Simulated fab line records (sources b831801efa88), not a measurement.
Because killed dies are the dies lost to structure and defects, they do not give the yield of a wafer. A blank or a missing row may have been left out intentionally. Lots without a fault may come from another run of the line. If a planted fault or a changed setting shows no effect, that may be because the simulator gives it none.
Split-lot study    flow sky130    23 wafers read from 5 lots, route of 708 steps

## ABOUT THE SPLIT
At SKY_VT_ADJUST_LVTN_IMPLANT_08, the setting doseCm2 was moved away from the recipe's 1.57e+12 on 8 of the 23 wafers read, by -5.7% to +7.1%. The other wafers ran this setting at the recipe's value.

## SPLIT TO READING: what lies between them in the file, 1 step
- SKY_VT_ADJUST_LVTN_STRIP_09: strips in O2/N2

## THE READING
VT_ADJUST_LVTN_TW, at SKY_VT_ADJUST_LVTN_TW_MEAS_10. A value of 239.5 with a standard deviation of 1.3 is what fault-free wafers of this fab line usually give.

wafer   tool, chamber at the split  doseCm2 as run  against the recipe  VT_ADJUST_LVTN_TW  against lot-mates on the recipe
L074.1  implanter-03, 0             1.649e+12       +5.0%               241.9              +2.1
L074.2  implanter-03, 0             1.649e+12       +5.0%               242.8              +3.0
L074.3  implanter-03, 0             1.57e+12        recipe              239.4              -
L074.4  implanter-03, 0             1.649e+12       +5.0%               244.3              +4.5
L074.5  implanter-03, 0             1.57e+12        recipe              240.2              -
L075.1  implanter-02, 0             1.57e+12        recipe              238.8              -
L075.4  implanter-02, 0             1.57e+12        recipe              239.5              -
L075.5  implanter-02, 0             1.57e+12        recipe              239.5              -
L077.1  implanter-03, 0             1.681e+12       +7.1%               245.2              +6.0
L077.2  implanter-03, 0             1.57e+12        recipe              239.2              -
L077.4  implanter-03, 0             1.57e+12        recipe              238.9              -
L077.5  implanter-03, 0             1.57e+12        recipe              239.6              -
L077.6  implanter-03, 0             1.681e+12       +7.1%               245.5              +6.3
L080.2  implanter-03, 0             1.57e+12        recipe              241.2              -
L080.3  implanter-03, 0             1.57e+12        recipe              239.4              -
L080.4  implanter-03, 0             1.57e+12        recipe              238.3              -
L080.5  implanter-03, 0             1.57e+12        recipe              239.9              -
L080.6  implanter-03, 0             1.57e+12        recipe              240.9              -
L084.1  implanter-03, 0             1.48e+12        -5.7%               234.2              -5.7
L084.2  implanter-03, 0             1.57e+12        recipe              239.5              -
L084.3  implanter-03, 0             1.48e+12        -5.7%               234.7              -5.2
L084.5  implanter-03, 0             1.57e+12        recipe              240.3              -
L084.6  implanter-03, 0             1.48e+12        -5.7%               234.9              -5.0

FIT RESULTS
A straight line over all 23 wafers: VT_ADJUST_LVTN_TW changes by +0.801 for each +1% of doseCm2; r = +0.96; the points scatter about the line by 0.79.
The same after taking each lot's own level away (the mean of its wafers on the recipe; 23 wafers): +0.831 for each +1%; r = +0.97; scatter 0.79.
According to that fit, moving doseCm2 by its largest amount changes the reading by 5.9.
Measured against the standard deviation above, the lots' own levels, which go from 239.23 to 239.94, span 0.5 times it.
So the lot-to-lot level changes the slope little: the two slopes agree.
Check: with one of the wafers moved furthest among these (+7.1%) left out of the fit, the line predicts +5.63 for it against its lot-mates. Against them it came out at +5.97.

## THESE WAFERS: OTHER SPLITS
Other splits were also applied to these wafers ahead of the reading. Each is held against what the fit with the lots' levels taken away leaves over:
other split on the same wafers             wafers away from the commonest value  r with VT_ADJUST_LVTN_TW (lot level and that fit taken away)
SKY_FIELD_ISO_OXIDATION_01 oxTimeS         10                                    -0.34
SKY_FIELD_ISO_OXIDATION_22 oxTimeS         18                                    -0.13
SKY_PWDE_COAT_02 resistThkNm               6                                     +0.05
SKY_NWELL_IMPLANT_11 doseCm2               8                                     -0.19
SKY_NWELL_SOFTBAKE_19 tempC                7                                     +0.13
SKY_NWELL_IMPLANT_24 doseCm2               11                                    +0.16
SKY_VT_ADJUST_HVTP_STRIP_10 pressureMtorr  15                                    -0.26

## THE FILE'S OWN FIT
VT_ADJUST_LVTN_TW changes by +0.829 for each +1% of doseCm2, r = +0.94.
